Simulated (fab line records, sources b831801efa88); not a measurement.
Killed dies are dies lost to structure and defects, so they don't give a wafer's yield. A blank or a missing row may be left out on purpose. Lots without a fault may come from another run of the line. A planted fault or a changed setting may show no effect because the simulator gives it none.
fab line records | flow gf180mcu | part 1 of 2: steps 1 to 28 of 36
record lots=5 wafers=15 last_day=33
route steps=602 shown M4@460 V4@476
lots that met no fault: from a run of the same line without faults
start_h: hours from the record's first day to the start of the lot's first wafer shown | wait_h: hours since the lot's step before | " the same as in the row above | L1.1+2: a row that stands for several wafers | - no value, or no start given | * or withheld: withheld | < > ~ a bound
route shown NAME@n: a module of which the file shows steps, and the number in the route of the first | usual: mean/standard deviation of fault-free wafers | same: alike in all rows | chamber/n: place in a boat | sites: the reading at each site | _std_site: their standard deviation | _edge_site: outer sites' mean less inner sites' | radius_mm: how far each site lies from the wafer's centre | mask NAME#n: copy n | behind: the tool/chamber that last shaped the wafer | hold: why the lot was held/for how many hours/how that ended | device: the transistor (n, p or np) that didn't switch | end of line: the same wafers' tests at the end of the route | a step without rows: its recipe alone | killed: dies lost to structure and defects at the first sort, not the wafer's yield | map: a wafer's dies, x killed, . not, _ none there
set.NAME: the setting as run; set.NAME@STEP: as run at that earlier step | model.NAME: the simulator's own value behind a step, which no gauge read
lots at some steps of the route; a table a step, a row a wafer
services: from which hour (start_h, from the record's first day; less than 0 if before it) a tool's chamber was out of use, for how many hours, and why
## steps
# step GF_M4_SPUTTER_04
# recipe material=TiN target_thk_nm=50 power_w=6500 time_s=41.7 chamber_pressure_pa=0.4
# usual throttle_valve_pct=30.3/1
# columns lot.wafer tool chamber start_h wait_h throttle_valve_pct
L081.1 pvd_sputter-03 - 578.16 0.0 29.2
L081.3 " - " " 29.0
L081.6 " - " " 28.9
L083.1 pvd_sputter-02 - 590.49 0.0 30.4
L083.2 " - " " 31.5
L083.6 " - " " 29.7
L084.1 pvd_sputter-04 - 606.71 0.0 29.3
L084.2 " - " " 31.3
L084.3 " - " " 30.3
L091.3 pvd_sputter-04 - 653.81 0.0 29.4
L091.5 " - " " 30.5
L091.6 " - " " 29.2
L094.3 pvd_sputter-02 - 677.30 0.0 29.8
L094.5 " - " " 30.4
L094.6 " - " " 29.5
# step GF_M4_RS_MEAS_05
# recipe thk_meas_gauge=four-point-probe reads=TiN_of_M4_SPUTTER_04+Ti_of_M4_SPUTTER_03+AlCu_of_M4_SPUTTER_02+TiN_of_M4_SPUTTER_01+Ti_of_M4_SPUTTER_00
# usual M4_ALCU_RS=0.0697/0.00077
# columns lot.wafer tool chamber start_h wait_h M4_ALCU_RS[ohm/sq]
L081.1 film_metro-01 - 578.20 0.0 0.0700
L081.3 " - " " 0.0703
L081.6 " - " " 0.0696
L083.1 film_metro-03 - 590.53 0.0 0.0715
L083.2 " - " " 0.0706
L083.6 " - " " 0.0705
L084.1 film_metro-03 - 606.75 0.0 0.0701
L084.2 " - " " 0.0703
L084.3 " - " " 0.0695
L091.3 film_metro-01 - 653.89 0.1 0.0697
L091.5 " - " " 0.0690
L091.6 " - " " 0.0700
L094.3 film_metro-01 - 677.38 0.1 0.0691
L094.5 " - " " 0.0694
L094.6 " - " " 0.0683
# step GF_M4_THK_MEAS_06
# recipe thk_meas_gauge=xrf reads=AlCu_of_M4_SPUTTER_02
# usual M4_ALCU_THK=447/4.7
# columns lot.wafer tool chamber start_h wait_h M4_ALCU_THK[nm]
L081.1 film_metro-01 - 578.32 0.1 440
L081.3 " - " " 439
L081.6 " - " " 443
L083.1 film_metro-03 - 590.65 0.1 436
L083.2 " - " " 443
L083.6 " - " " 443
L084.1 film_metro-03 - 606.87 0.1 447
L084.2 " - " " 448
L084.3 " - " " 451
L091.3 film_metro-01 - 653.99 0.1 445
L091.5 " - " " 449
L091.6 " - " " 442
L094.3 film_metro-01 - 677.48 0.1 450
L094.5 " - " " 449
L094.6 " - " " 457
# step GF_M4_DEHYDRATE_07
# recipe temp_c=200 time_s=60
# usual heater_power_total_W=160.37/0.13 plate_temp_C=200.01/0.15
# columns lot.wafer tool chamber start_h wait_h heater_power_total_W plate_temp_C
L081.1 litho_track-03 0 588.32 10.0 160.18 200.24
L081.3 " 0 " " 160.17 199.90
L081.6 " 0 " " 160.53 200.32
L083.1 litho_track-02 0 601.12 10.5 160.44 200.05
L083.2 " 0 " " 160.22 199.91
L083.6 " 0 " " 160.30 200.01
L084.1 litho_track-02 0 616.77 9.9 160.35 199.75
L084.2 " 0 " " 160.31 199.85
L084.3 " 0 " " 160.34 199.88
L091.3 litho_track-03 0 662.92 8.9 160.55 199.89
L091.5 " 0 " " 160.24 200.05
L091.6 " 0 " " 160.14 199.80
L094.3 litho_track-02 0 686.02 8.5 160.36 200.04
L094.5 " 0 " " 160.45 200.10
L094.6 " 0 " " 160.50 200.32
# step GF_M4_HMDS_08
# recipe prime_time_s=60 prime_temp_c=120
# columns lot.wafer tool chamber start_h wait_h
L081.1+3+6 litho_track-03 0 588.47 0.1
L083.1+2+6 litho_track-02 0 601.27 0.1
L084.1+2+3 litho_track-02 0 616.92 0.1
L091.3+5+6 litho_track-03 0 663.07 0.1
L094.3+5+6 litho_track-02 0 686.17 0.1
# step GF_M4_COAT_09
# recipe resist=KrF spin_rpm=withheld resist_thk_nm=1000
# columns lot.wafer tool chamber start_h wait_h
L081.1+3+6 litho_track-03 0 588.62 0.1
L083.1+2+6 litho_track-02 0 601.42 0.1
L084.1+2+3 litho_track-02 0 617.07 0.1
L091.3+5+6 litho_track-03 0 663.22 0.1
L094.3+5+6 litho_track-02 0 686.32 0.1
# step GF_M4_SOFTBAKE_10
# recipe temp_c=130 time_s=60 resist=KrF
# usual heater_power_total_W=93.05/0.062 plate_temp_C=130.01/0.14
# columns lot.wafer tool chamber start_h wait_h heater_power_total_W plate_temp_C
L081.1 litho_track-03 0 588.77 0.1 93.11 130.12
L081.3 " 0 " " 93.04 130.17
L081.6 " 0 " " 93.04 129.97
L083.1 litho_track-02 0 601.57 0.1 93.01 129.96
L083.2 " 0 " " 93.09 129.97
L083.6 " 0 " " 92.92 129.94
L084.1 litho_track-02 0 617.22 0.1 93.11 129.83
L084.2 " 0 " " 93.11 130.03
L084.3 " 0 " " 92.94 130.11
L091.3 litho_track-03 0 663.37 0.1 93.00 129.78
L091.5 " 0 " " 93.02 129.90
L091.6 " 0 " " 93.10 129.90
L094.3 litho_track-02 0 686.47 0.1 93.07 130.01
L094.5 " 0 " " 93.01 129.96
L094.6 " 0 " " 93.07 129.86
# step GF_M4_EXPOSE_11
# recipe mask_id=Metal4 target_cd_nm=280 na=0.68 source_shape=conventional sigma_outer=0.6 dose_mj=28
# columns lot.wafer tool chamber start_h wait_h mask
L081.1+3+6 krf_scanner-02 0 - - Metal4#0
L083.1+2+6 krf_scanner-02 0 - - Metal4#0
L084.1+2+3 krf_scanner-01 0 - - Metal4#0
L091.3+5+6 krf_scanner-01 0 - - Metal4#0
L094.3+5+6 krf_scanner-02 0 - - Metal4#0
# step GF_M4_PEB_12
# recipe peb_temp_c=135 peb_time_s=90 resist=KrF
# usual heater_power_total_W=85.70/0.072 plate_temp_C=135.01/0.15
# same peb_time_s=90
# columns lot.wafer tool chamber start_h wait_h heater_power_total_W plate_temp_C
L081.1 litho_track-03 0 - - 85.69 134.86
L081.3 " 0 " " 85.74 135.10
L081.6 " 0 " " 85.78 135.11
L083.1 litho_track-02 0 - - 85.60 135.23
L083.2 " 0 " " 85.73 135.10
L083.6 " 0 " " 85.67 134.93
L084.1 litho_track-03 0 - - 85.60 134.80
L084.2 " 0 " " 85.65 134.81
L084.3 " 0 " " 85.75 134.79
L091.3 litho_track-02 0 - - 85.67 134.77
L091.5 " 0 " " 85.67 135.00
L091.6 " 0 " " 85.65 135.04
L094.3 litho_track-02 0 - - 85.75 135.06
L094.5 " 0 " " 85.81 134.99
L094.6 " 0 " " 85.69 134.71
# step GF_M4_DEVELOP_13
# recipe develop_time_s=60 dev_temp_c=21
# usual developer_temp_C=20.99/0.12
# columns lot.wafer tool chamber start_h wait_h developer_temp_C
L081.1 litho_track-03 0 599.17 0.2 20.80
L081.3 " 0 " " 20.97
L081.6 " 0 " " 20.80
L083.1 litho_track-02 0 611.92 0.2 21.13
L083.2 " 0 " " 21.15
L083.6 " 0 " " 21.06
L084.1 litho_track-03 0 627.17 0.2 21.02
L084.2 " 0 " " 21.10
L084.3 " 0 " " 20.98
L091.3 litho_track-02 0 672.67 0.1 20.88
L091.5 " 0 " " 21.09
L091.6 " 0 " " 20.97
L094.3 litho_track-02 0 695.62 0.1 20.92
L094.5 " 0 " " 20.76
L094.6 " 0 " " 20.81
# step GF_M4_CD_MEAS_14
# recipe target_cd_nm=280
# usual cd_nm=280.1/1.4
# columns lot.wafer tool chamber start_h wait_h cd_nm
L081.1 cd_sem-02 - 599.32 0.1 276.8
L081.3 " - " " 277.8
L081.6 " - " " 278.9
L083.1 cd_sem-01 - 612.07 0.1 281.3
L083.2 " - " " 280.8
L083.6 " - " " 281.9
L084.1 cd_sem-01 - 627.32 0.1 277.9
L084.2 " - " " 277.6
L084.3 " - " " 277.6
L091.3 cd_sem-02 - 672.81 0.1 281.4
L091.5 " - " " 281.4
L091.6 " - " " 281.0
L094.3 cd_sem-02 - 695.76 0.1 280.6
L094.5 " - " " 281.1
L094.6 " - " " 279.1
# step GF_M4_OVL_MEAS_15
# usual M4_OVL=0/6.2
# columns lot.wafer tool chamber start_h wait_h M4_OVL[nm]
L081.1 overlay-01 - 599.44 0.1 -11
L081.3 " - " " -3
L081.6 " - " " 5
L083.1 overlay-02 - 612.19 0.1 0
L083.2 " - " " -13
L083.6 " - " " -13
L084.1 overlay-02 - 627.44 0.1 3
L084.2 " - " " 3
L084.3 " - " " 10
L091.3 overlay-02 - 672.90 0.1 -2
L091.5 " - " " 0
L091.6 " - " " -2
L094.3 overlay-01 - 695.85 0.1 1
L094.5 " - " " 3
L094.6 " - " " -7
# step GF_M4_METAL_ETCH_16
# recipe chemistry=Cl2/BCl3 mask_material=KrF target_depth_nm=627.5 stop_on=SiO2 pressure_mtorr=8 icp_w=800 bias_w=140 Cl2_flow_sccm=80 bcl3_flow_sccm=40 time_s=104.6
# usual chamber_pressure_mTorr=7.999/0.008 drypump_motor_current_A=5.8/0.42 oes_product_au=0.971/0.0053 rf_fwd_power_W=794.3/2.7 throttle_valve_pct=28.250/0.011
# columns lot.wafer tool chamber start_h wait_h chamber_pressure_mTorr drypump_motor_current_A oes_product_au rf_fwd_power_W rf_hours_counter_h throttle_valve_pct
L081.1 rie_metal-03 0 599.48 0.0 7.994 5.5 0.970 792.8 6 28.246
L081.3 " 0 " " 7.989 5.5 0.978 793.8 - 28.254
L081.6 " 1 " " 7.989 5.1 0.970 793.6 - 28.265
L083.1 rie_metal-01 0 612.23 0.0 8.001 6.3 0.962 798.2 11 28.265
L083.2 " 0 " " 8.006 6.3 0.970 793.9 - 28.257
L083.6 " 0 " " 7.986 6.3 0.970 791.9 - 28.257
L084.1 rie_metal-04 1 627.48 0.0 7.999 5.6 0.968 799.8 4 28.248
L084.2 " 0 " " 7.993 5.6 0.973 793.4 7 28.248
L084.3 " 1 " " 7.993 5.6 0.978 796.8 - 28.253
L091.3 rie_metal-01 1 672.97 0.1 7.995 6.2 0.970 789.9 - 28.257
L091.5 " 1 " " 7.994 6.2 0.979 792.1 - 28.225
L091.6 " 0 " " 7.998 6.3 0.975 795.0 - 28.271
L094.3 rie_metal-01 0 695.92 0.1 8.008 6.3 0.979 797.0 - 28.245
L094.5 " 1 " " 7.991 6.2 0.971 795.1 - 28.250
L094.6 " 0 " " 7.996 6.3 0.980 795.4 - 28.240
# step GF_M4_STRIP_17
# recipe chemistry=O2/N2 power_w=1400 pressure_mtorr=1500 platen_temp_c=250 o2_flow_sccm=3000 n2_flow_sccm=300 overash_fraction=0.5
# usual chamber_pressure_mTorr=1500.0/1.3 drypump_motor_current_A=5.7/0.37 heater_power_w=326/25 oes_product_au=0.558/0.0052 strip_time_to_endpoint_s=7.87/0.043
# columns lot.wafer tool chamber start_h wait_h chamber_pressure_mTorr drypump_motor_current_A heater_power_w oes_product_au rf_hours_counter_h strip_time_to_endpoint_s
L081.1 plasma_asher-02 1 599.59 0.1 1501.6 5.0 371 0.562 75 7.88
L081.3 " 0 " " 1498.6 5.3 321 0.560 - 7.84
L081.6 " 0 " " 1499.9 5.3 319 0.563 - 7.79
L083.1 plasma_asher-02 1 612.45 0.2 1500.8 5.0 358 0.556 77 7.91
L083.2 " 0 " " 1499.2 5.3 323 0.560 77 7.89
L083.6 " 1 " " 1500.8 5.0 362 0.551 - 7.90
L084.1 plasma_asher-01 0 627.59 0.1 1500.0 5.8 338 0.562 105 7.89
L084.2 " 1 " " 1500.9 5.9 336 0.559 105 7.89
L084.3 " 0 " " 1501.6 5.8 335 0.565 - 7.89
L091.3 plasma_asher-02 1 673.07 0.1 1501.4 5.0 354 0.562 - 7.86
L091.5 " 1 " " 1500.9 5.0 372 0.560 - 7.85
L091.6 " 0 " " 1501.4 5.2 325 0.554 - 7.86
L094.3 plasma_asher-01 0 696.02 0.1 1498.5 5.8 333 0.564 - 7.87
L094.5 " 1 " " 1501.2 5.8 324 0.550 - 7.86
L094.6 " 0 " " 1500.0 5.8 327 0.566 - 7.86
# step GF_M4_STRIP_18
# recipe chemistry=post_etch_residue_remover time_s=1200 temp_c=72.5
# columns lot.wafer tool chamber start_h wait_h
L081.1+3+6 wet_bench-01 0 599.69 0.1
L083.1+2+6 wet_bench-01 1 612.55 0.1
L084.1+2+3 wet_bench-04 1 627.69 0.1
L091.3+5+6 wet_bench-02 1 673.14 0.0
L094.3+5+6 wet_bench-04 0 696.09 0.0
# step GF_M4_CLEAN_19
# recipe chemistry=DIW dry=n2_spin
# columns lot.wafer tool chamber start_h wait_h
L081.1+3+6 wet_bench-02 3 600.06 0.0
L083.1+2+6 wet_bench-04 0 612.93 0.0
L084.1+2+3 wet_bench-04 1 628.06 0.0
L091.3+5+6 wet_bench-01 0 673.48 0.0
L094.3+5+6 wet_bench-01 0 696.46 0.0
# step GF_V4_CVD_00
# recipe material=SiO2 target_thk_nm=600 sigma_open_frac=0.3 temp_c=400 time_s=100 sih4_flow_sccm=60 pressure_mtorr=6
# columns lot.wafer tool chamber start_h wait_h
L081.1+3+6 hdpcvd-01 1,2,2 600.16 0.0
L083.1+2+6 hdpcvd-01 1,2,2 613.02 0.0
L084.1+2+3 hdpcvd-02 0,2,1 628.16 0.0
L091.3+5+6 hdpcvd-01 1,1,0 673.57 0.0
L094.3+5+6 hdpcvd-01 2,0,2 696.56 0.0
# step GF_V4_THK_MEAS_01
# recipe reads=SiO2_of_V4_CVD_00
# usual V4_CVD_00_THK=602/6.7
# columns lot.wafer tool chamber start_h wait_h V4_CVD_00_THK[nm]
L081.1 film_metro-04 - 600.23 0.0 599
L081.3 " - " " 614
L081.6 " - " " 614
L083.1 film_metro-03 - 613.09 0.0 608
L083.2 " - " " 610
L083.6 " - " " 613
L084.1 film_metro-04 - 628.24 0.0 600
L084.2 " - " " 598
L084.3 " - " " 600
L091.3 film_metro-03 - 673.67 0.1 607
L091.5 " - " " 606
L091.6 " - " " 606
L094.3 film_metro-03 - 696.65 0.1 614
L094.5 " - " " 606
L094.6 " - " " 612
# step GF_V4_CVD_02
# recipe material=SiO2 target_thk_nm=850 precursor=TEOS temp_c=400 time_s=94.851 rf_w=600
# usual heater_power_w=605/79 rf_fwd_power_W=596.0/2.4
# columns lot.wafer tool chamber start_h wait_h heater_power_w rf_fwd_power_W
L081.1 pecvd-01 1 600.29 0.1 542 598.7
L081.3 " 0 " " 670 594.3
L081.6 " 1 " " 573 597.4
L083.1 pecvd-02 0 613.15 0.1 632 593.0
L083.2 " 1 " " 586 594.6
L083.6 " 2 " " 678 597.8
L084.1 pecvd-04 0 628.30 0.1 547 595.7
L084.2 " 2 " " 456 595.3
L084.3 " 1 " " 709 597.9
L091.3 pecvd-04 2 673.74 0.1 503 594.1
L091.5 " 1 " " 574 600.0
L091.6 " 2 " " 535 594.9
L094.3 pecvd-01 2 696.69 0.0 649 597.2
L094.5 " 1 " " 596 599.5
L094.6 " 2 " " 705 597.2
# step GF_V4_THK_MEAS_03
# recipe reads=SiO2_of_V4_CVD_02
# usual V4_CVD_02_THK=851/13
# columns lot.wafer tool chamber start_h wait_h V4_CVD_02_THK[nm]
L081.1 film_metro-03 - 600.36 0.0 859
L081.3 " - " " 850
L081.6 " - " " 856
L083.1 film_metro-02 - 613.22 0.0 844
L083.2 " - " " 853
L083.6 " - " " 846
L084.1 film_metro-03 - 628.37 0.0 834
L084.2 " - " " 851
L084.3 " - " " 843
L091.3 film_metro-02 - 673.83 0.1 858
L091.5 " - " " 850
L091.6 " - " " 858
L094.3 film_metro-04 - 696.78 0.1 835
L094.5 " - " " 861
L094.6 " - " " 845
# step GF_V4_CMP_04
# recipe material=SiO2 down_force_psi=4 platen_rpm=60 pad_velocity_m_s=0.94248
# usual motor_current_A=12.8/1.3 time_to_endpoint_s=79/5.9
# columns lot.wafer tool chamber start_h wait_h motor_current_A time_to_endpoint_s
L081.3 cmp-01 2 600.42 0.0 13.5 76
L081.1 " 3 " " 13.3 82
L081.6 " 3 " " 12.8 81
L083.1 cmp-02 0 613.34 0.1 12.4 72
L083.2 " 1 " " 13.7 75
L083.6 " 0 " " 12.3 74
L084.1 cmp-01 3 628.48 0.1 12.9 77
L084.2 " 0 " " 9.8 85
L084.3 " 1 " " 13.3 81
L091.3 cmp-01 0 673.87 0.0 10.1 81
L091.6 " 0 " " 9.9 82
L091.5 " 1 " " 13.0 73
L094.3 cmp-01 2 696.82 0.0 13.7 75
L094.6 " 2 " " 14.0 80
L094.5 " 3 " " 13.1 86
# step GF_V4_BOW_MEAS_05
# recipe mode=bow
# usual V4_BOW=134/9
# columns lot.wafer tool chamber start_h wait_h V4_BOW[um]
L081.1 film_metro-04 - 600.72 0.2 141
L081.3 " - " " 136
L081.6 " - " " 143
L083.1 film_metro-02 - 613.64 0.2 118
L083.2 " - " " 117
L083.6 " - " " 118
L084.1 film_metro-04 - 628.73 0.2 144
L084.2 " - " " 123
L084.3 " - " " 145
L091.3 film_metro-04 - 674.21 0.3 133
L091.5 " - " " 119
L091.6 " - " " 137
L094.3 film_metro-02 - 697.16 0.3 142
L094.5 " - " " 140
L094.6 " - " " 137
# step GF_V4_DEHYDRATE_06
# recipe temp_c=200 time_s=60
# usual heater_power_total_W=160.38/0.13 plate_temp_C=200.02/0.16
# columns lot.wafer tool chamber start_h wait_h heater_power_total_W plate_temp_C
L081.1 litho_track-03 0 610.92 10.2 160.26 199.65
L081.3 " 0 " " 160.39 199.83
L081.6 " 0 " " 160.34 200.00
L083.1 litho_track-02 0 623.82 10.2 160.24 200.01
L083.2 " 0 " " 160.56 200.07
L083.6 " 0 " " 160.61 200.28
L084.1 litho_track-02 0 638.07 9.3 160.58 200.21
L084.2 " 0 " " 160.36 199.81
L084.3 " 0 " " 160.44 200.04
L091.3 litho_track-04 0 682.90 8.7 160.57 199.98
L091.5 " 0 " " 160.33 199.97
L091.6 " 0 " " 160.49 199.95
L094.3 litho_track-03 0 706.02 8.8 160.31 200.22
L094.5 " 0 " " 160.24 200.10
L094.6 " 0 " " 160.34 200.12
# step GF_V4_HMDS_07
# recipe prime_time_s=60 prime_temp_c=120
# columns lot.wafer tool chamber start_h wait_h
L081.1+3+6 litho_track-03 0 611.07 0.1
L083.1+2+6 litho_track-02 0 623.97 0.1
L084.1+2+3 litho_track-02 0 638.22 0.1
L091.3+5+6 litho_track-04 0 683.05 0.1
L094.3+5+6 litho_track-03 0 706.17 0.1
# step GF_V4_COAT_08
# recipe resist=BARC temp_c=withheld time_s=withheld spin_rpm=withheld resist_thk_nm=withheld
# columns lot.wafer tool chamber start_h wait_h
L081.1+3+6 litho_track-03 0 611.22 0.1
L083.1+2+6 litho_track-02 0 624.12 0.1
L084.1+2+3 litho_track-02 0 638.37 0.1
L091.3+5+6 litho_track-04 0 683.20 0.1
L094.3+5+6 litho_track-03 0 706.32 0.1
# step GF_V4_COAT_09
# recipe resist=KrF spin_rpm=withheld resist_thk_nm=1000
# columns lot.wafer tool chamber start_h wait_h
L081.1+3+6 litho_track-03 0 - -
L083.1+2+6 litho_track-02 0 - -
L084.1+2+3 litho_track-02 0 - -
L091.3+5+6 litho_track-04 0 - -
L094.3+5+6 litho_track-03 0 - -
# step GF_V4_SOFTBAKE_10
# recipe temp_c=130 time_s=60 resist=KrF
# usual heater_power_total_W=93.05/0.064 plate_temp_C=130.00/0.16
# columns lot.wafer tool chamber start_h wait_h heater_power_total_W plate_temp_C
L081.1 litho_track-03 0 - - 93.03 129.90
L081.3 " 0 " " 92.92 129.82
L081.6 " 0 " " 93.05 129.99
L083.1 litho_track-02 0 - - 93.08 129.97
L083.2 " 0 " " 93.09 129.94
L083.6 " 0 " " 93.08 129.89
L084.1 litho_track-02 0 - - 93.16 130.09
L084.2 " 0 " " 93.05 129.99
L084.3 " 0 " " 93.13 129.98
L091.3 litho_track-04 0 - - 93.00 129.86
L091.5 " 0 " " 93.19 129.78
L091.6 " 0 " " 93.13 129.89
L094.3 litho_track-03 0 - - 92.98 130.05
L094.5 " 0 " " 92.95 130.30
L094.6 " 0 " " 92.96 129.87
# step GF_V4_EXPOSE_11
# recipe mask_id=Via4 target_cd_nm=260 na=0.68 source_shape=conventional sigma_outer=0.6 dose_mj=38
# columns lot.wafer tool chamber start_h wait_h mask
L081.1+3+6 krf_scanner-01 0 - - Via4#0
L083.1+2+6 krf_scanner-02 0 - - Via4#0
L084.1+2+3 krf_scanner-02 0 - - Via4#0
L091.3+5+6 krf_scanner-02 0 - - Via4#0
L094.3+5+6 krf_scanner-01 0 - - Via4#0
